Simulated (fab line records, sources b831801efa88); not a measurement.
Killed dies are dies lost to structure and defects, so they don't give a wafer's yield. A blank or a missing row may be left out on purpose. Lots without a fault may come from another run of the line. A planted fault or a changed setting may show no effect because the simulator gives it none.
Which tool did it? | flow gf180mcu | 12 lots, 36 wafers sampled, at 6 steps of a route of 602

WHAT THE GAUGES READ, wafer by wafer
GF_LVPWELL_TW_MEAS_11.
lot  | measured    | on            | LVPWELL_TW
L448 | day 4 03:44 | film_metro-02 | 561 562 565
L451 | day 4 20:14 | film_metro-01 | 568 567 567
L453 | day 5 06:28 | film_metro-01 | 572 567 571
L455 | day 5 20:17 | film_metro-01 | 572 569 573
L457 | day 6 08:20 | film_metro-01 | 569 575 569
L461 | day 7 05:46 | film_metro-04 | 559 561 561
L462 | day 7 10:37 | film_metro-01 | 568 566 566
L463 | day 7 16:46 | film_metro-01 | 569 570 566
L465 | day 8 01:10 | film_metro-04 | 557 558 556
L467 | day 8 12:40 | film_metro-02 | 561 563 558
L468 | day 8 18:55 | film_metro-02 | 560 562 564
L470 | day 9 06:32 | film_metro-04 | 560 559 563

GF_MVPSD_TW_MEAS_11.
lot  | measured     | on            | MVPSD_TW
L448 | day 5 08:02  | film_metro-04 | 554 554 553
L451 | day 6 02:11  | film_metro-04 | 552 551 550
L453 | day 6 13:20  | film_metro-01 | 561 565 560
L455 | day 7 02:43  | film_metro-02 | 579 577 579
L457 | day 7 15:46  | film_metro-04 | 576 573 576
L461 | day 8 14:58  | film_metro-04 | 552 553 550
L462 | day 8 18:55  | film_metro-04 | 552 552 552
L463 | day 9 01:28  | film_metro-01 | 569 565 570
L465 | day 9 10:43  | film_metro-02 | 557 557 560
L467 | day 9 23:38  | film_metro-01 | 565 567 564
L468 | day 10 05:43 | film_metro-04 | 552 549 554
L470 | day 10 18:56 | film_metro-01 | 560 559 562

GF_VT_IMPLANT_OVL_MEAS_18.
lot  | measured     | on         | VT_IMPLANT_01_OVL (nm)
L448 | day 6 13:01  | overlay-01 | -0.8 -0.6 -1.8
L451 | day 7 08:53  | overlay-01 | -2.4 -2.2 -1.0
L453 | day 7 20:51  | overlay-02 | -1.7 -1.2 -0.8
L455 | day 8 09:23  | overlay-02 | -0.4 0.2 -0.3
L457 | day 9 00:14  | overlay-01 | 0.2 0.3 -2.3
L461 | day 10 01:34 | overlay-02 | 2.2 -0.7 -0.2
L462 | day 10 04:56 | overlay-02 | -1.7 -1.8 -0.3
L463 | day 10 12:11 | overlay-01 | -1.1 0.6 -1.1
L465 | day 10 21:52 | overlay-01 | -0.3 0.3 -0.6
L467 | day 11 12:11 | overlay-02 | 2.1 1.5 1.5
L468 | day 11 18:25 | overlay-02 | -0.8 -1.3 -1.5
L470 | day 12 08:15 | overlay-01 | 0.6 -0.3 0.1

GF_VT_IMPLANT_RS_MEAS_49: measures by four-point-probe.
lot  | measured     | on            | MVPSD_RS (ohm/sq)
L448 | day 7 21:35  | film_metro-02 | 1166 1167 1169
L451 | day 8 17:52  | film_metro-02 | 1170 1168 1165
L453 | day 9 06:37  | film_metro-01 | 1170 1167 1172
L455 | day 9 20:46  | film_metro-02 | 1038 1039 1042
L457 | day 10 11:44 | film_metro-01 | 1040 1034 1036
L461 | day 11 15:34 | film_metro-01 | 1172 1166 1168
L462 | day 11 18:34 | film_metro-02 | 1166 1161 1165
L463 | day 12 02:21 | film_metro-01 | 1169 1166 1169
L465 | day 12 12:44 | film_metro-01 | 1164 1168 1162
L467 | day 13 03:25 | film_metro-04 | 1174 1170 1169
L468 | day 13 10:22 | film_metro-01 | 1163 1164 1163
L470 | day 14 00:59 | film_metro-01 | 1174 1174 1172

WHICH TOOL RAN EACH LOT (tool, then ch and the chambers of the sampled wafers, then the start)
lot  | GF_LVPWELL_STRIP_10                 | GF_MVPSD_IMPLANT_09
L448 | plasma_asher-02 ch 0,1, day 4 03:38 | implanter-02 ch 0, day 5 07:49
L451 | plasma_asher-02 ch 0,1, day 4 20:07 | implanter-04 ch 0, day 6 01:57
L453 | plasma_asher-01 ch 0,1, day 5 06:22 | implanter-04 ch 0, day 6 13:06
L455 | plasma_asher-04 ch 0,1, day 5 20:11 | implanter-04 ch 0, day 7 02:28
L457 | plasma_asher-01 ch 0,1, day 6 08:14 | implanter-04 ch 0, day 7 15:31
L461 | plasma_asher-04 ch 0,1, day 7 05:40 | implanter-01 ch 0, day 8 14:44
L462 | plasma_asher-02 ch 1, day 7 10:31   | implanter-02 ch 0, day 8 18:41
L463 | plasma_asher-01 ch 0,1, day 7 16:40 | implanter-02 ch 0, day 9 01:13
L465 | plasma_asher-04 ch 0,1, day 8 01:04 | implanter-02 ch 0, day 9 10:28
L467 | plasma_asher-01 ch 0,1, day 8 12:34 | implanter-04 ch 0, day 9 23:23
L468 | plasma_asher-02 ch 0, day 8 18:49   | implanter-04 ch 0, day 10 05:28
L470 | plasma_asher-04 ch 0,1, day 9 06:26 | implanter-02 ch 0, day 10 18:42
- GF_LVPWELL_STRIP_10: strips in O2/N2.
- GF_MVPSD_IMPLANT_09

WHAT THE TOOLS THEMSELVES READ (means of the sampled wafers that have a number; where no wafer has one, the mark that the record gives instead)
GF_LVPWELL_STRIP_10.
lot  | tool            | chamber_pressure_mTorr (mTorr) | drypump_motor_current_A (A) | heater_power_w (W) | oes_product_au (a.u.) | strip_time_to_endpoint_s (s)
L448 | plasma_asher-02 | 1499.8                         | 5.7                         | 298                | 0.722                 | 36.90
L451 | plasma_asher-02 | 1500.2                         | 5.3                         | 292                | 0.725                 | 36.89
L453 | plasma_asher-01 | 1500.3                         | 5.5                         | 342                | 0.725                 | 37.07
L455 | plasma_asher-04 | 1498.5                         | 5.7                         | 383                | 0.723                 | 36.99
L457 | plasma_asher-01 | 1499.1                         | 5.4                         | 333                | 0.720                 | 36.90
L461 | plasma_asher-04 | 1499.5                         | 5.7                         | 392                | 0.722                 | 36.82
L462 | plasma_asher-02 | 1500.7                         | 6.1                         | 308                | 0.719                 | 36.83
L463 | plasma_asher-01 | 1499.6                         | 5.4                         | 327                | 0.723                 | 36.88
L465 | plasma_asher-04 | 1500.0                         | 5.7                         | 387                | 0.723                 | 36.98
L467 | plasma_asher-01 | 1499.7                         | 5.6                         | 343                | 0.725                 | 37.01
L468 | plasma_asher-02 | 1500.3                         | 4.9                         | 288                | 0.724                 | 36.98
L470 | plasma_asher-04 | 1499.0                         | 5.4                         | 357                | 0.720                 | 36.84

GF_MVPSD_IMPLANT_09.
lot  | tool         | dose_ions_cm2 | faraday_current_uA
L448 | implanter-02 | 5e+12         | 28.8
L451 | implanter-04 | 5e+12         | 27.9
L453 | implanter-04 | 5e+12         | 28.8
L455 | implanter-04 | 9e+12         | 49.1
L457 | implanter-04 | 9e+12         | 48.4
L461 | implanter-01 | 5e+12         | 27.8
L462 | implanter-02 | 5e+12         | 28.2
L463 | implanter-02 | 5e+12         | 28.4
L465 | implanter-02 | 5e+12         | 28.1
L467 | implanter-04 | 5e+12         | 28.2
L468 | implanter-04 | 5e+12         | 27.9
L470 | implanter-02 | 5e+12         | 28.2

THE ANSWER, worked out from the rows above alone
Rule: what is usual is taken from the lots themselves. Put in order of their means at a reading, lots are off if they are a third of the lots or fewer, leave a main group of 4 or more, and stand apart from it by a gap of 3 or more times the standard deviation of the main group's means; of several such gaps the widest counts. A main group whose means are all the same, to the digits that the tables above print for the reading, isn't used. A lot without any number at a reading at which 4 lots or more have one is off too. The other lots that the step has rows for count as sound. The gauges are gone through in route order, then the tools' own readings, and for those a lot's mean is taken as printed above. The first step at which some lot is off is used, and at that step the reading that is off furthest; a lot without a number counts as furthest.
Off: L455, L457, at GF_VT_IMPLANT_RS_MEAS_49 (MVPSD_RS). The main group: mean 1168 ohm/sq, standard deviation 3.
A tool fits if, at a process step before that reading, it ran every lot that is off, and no sound lot after the first of them. The gauges at GF_VT_IMPLANT_RS_MEAS_49 aren't tried: what is off there is off at GF_MVPSD_IMPLANT_09 too, on other tools, and a gauge's error can't cause that. None of those tried fits.

WHAT THE SIMULATOR HAD PUT IN
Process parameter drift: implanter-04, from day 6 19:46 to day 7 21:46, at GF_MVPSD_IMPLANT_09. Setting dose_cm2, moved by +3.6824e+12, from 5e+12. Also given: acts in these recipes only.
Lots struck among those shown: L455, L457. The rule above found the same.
